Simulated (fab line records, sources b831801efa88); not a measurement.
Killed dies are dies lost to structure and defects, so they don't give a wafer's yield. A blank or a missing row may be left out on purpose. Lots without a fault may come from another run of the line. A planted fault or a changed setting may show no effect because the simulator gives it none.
Which tool did it? | flow sky130 | 11 lots, 33 wafers sampled, at 4 steps of a route of 708

WHAT THE GAUGES READ, wafer by wafer
SKY_CAP2M_THK_MEAS_01.
lot  | measured     | on            | CAP2M_CVD_00_THK (nm)
L966 | day 41 07:53 | film_metro-02 | 15.16 15.40 15.41
L965 | day 41 10:02 | film_metro-01 | 15.16 15.25 15.33
L969 | day 41 13:38 | film_metro-01 | 15.52 15.27 15.64
L970 | day 41 18:52 | film_metro-04 | 15.26 15.60 15.64
L971 | day 41 22:23 | film_metro-02 | 15.20 15.48 15.78
L972 | day 42 04:23 | film_metro-01 | 15.53 15.61 15.75
L973 | day 42 16:10 | film_metro-01 | 15.18 15.35 15.37
L974 | day 43 03:50 | film_metro-01 | 15.69 16.08 15.65
L980 | day 44 09:11 | film_metro-02 | 15.97 15.83 15.82
L984 | day 45 12:08 | film_metro-02 | 15.09 15.51 15.51
L986 | day 45 20:07 | film_metro-04 | 15.58 15.47 16.05

WHICH TOOL RAN EACH LOT (tool, then ch and the chambers of the sampled wafers, then the start)
lot  | SKY_CAPM_METAL_ETCH_13            | SKY_VIA3_ETCH_14                   | SKY_METAL4_SPUTTER_02
L966 | rie_metal-04 ch 0,1, day 39 02:19 | rie_diel-01 ch 1,3, day 41 06:19   | pvd_sputter-01, day 41 07:46
L965 | rie_metal-02 ch 1, day 39 05:02   | rie_diel-03 ch 0,3, day 41 08:30   | pvd_sputter-04, day 41 09:54
L969 | rie_metal-02 ch 0,1, day 39 09:14 | rie_diel-03 ch 0,1,2, day 41 11:57 | pvd_sputter-01, day 41 13:31
L970 | rie_metal-02 ch 0, day 39 15:11   | rie_diel-03 ch 0,1, day 41 17:16   | pvd_sputter-01, day 41 18:44
L971 | rie_metal-02 ch 0,1, day 39 17:50 | rie_diel-03 ch 0,2,3, day 41 20:25 | pvd_sputter-01, day 41 22:16
L972 | rie_metal-02 ch 0,1, day 40 00:11 | rie_diel-03 ch 0,2, day 42 02:25   | pvd_sputter-03, day 42 04:15
L973 | rie_metal-04 ch 0,1, day 40 12:13 | rie_diel-02 ch 0,2, day 42 14:01   | pvd_sputter-03, day 42 16:03
L974 | rie_metal-04 ch 0, day 41 01:30   | rie_diel-01 ch 0,3, day 43 02:18   | pvd_sputter-04, day 43 03:43
L980 | rie_metal-02 ch 0,1, day 42 08:17 | rie_diel-01 ch 0,1, day 44 07:36   | pvd_sputter-03, day 44 09:02
L984 | rie_metal-03 ch 1, day 43 11:49   | rie_diel-03 ch 2,3, day 45 10:30   | pvd_sputter-01, day 45 11:59
L986 | rie_metal-03 ch 0, day 43 21:14   | rie_diel-03 ch 1,2,3, day 45 18:34 | pvd_sputter-04, day 45 19:58
- SKY_CAPM_METAL_ETCH_13: etches TiN in Cl2/BCl3, stops on SiO2, target depth 220 nm, time 62.9 s.
- SKY_VIA3_ETCH_14: etches BARC in N2/H2, stops on SiO2, time 45.9 s, target depth 60 nm.
- SKY_METAL4_SPUTTER_02: material AlCu, target thk 735 nm, time 39.1 s.

THE ANSWER, worked out from the rows above alone
Rule: what is usual is taken from the lots themselves. Put in order of their means at a reading, lots are off if they are a third of the lots or fewer, leave a main group of 4 or more, and stand apart from it by a gap of 3 or more times the standard deviation of the main group's means; of several such gaps the widest counts. A main group whose means are all the same, to the digits that the tables above print for the reading, isn't used. A lot without any number at a reading at which 4 lots or more have one is off too. The other lots that the step has rows for count as sound.
No lot is off at any reading shown: from this, nothing can be told.

WHAT THE SIMULATOR HAD PUT IN
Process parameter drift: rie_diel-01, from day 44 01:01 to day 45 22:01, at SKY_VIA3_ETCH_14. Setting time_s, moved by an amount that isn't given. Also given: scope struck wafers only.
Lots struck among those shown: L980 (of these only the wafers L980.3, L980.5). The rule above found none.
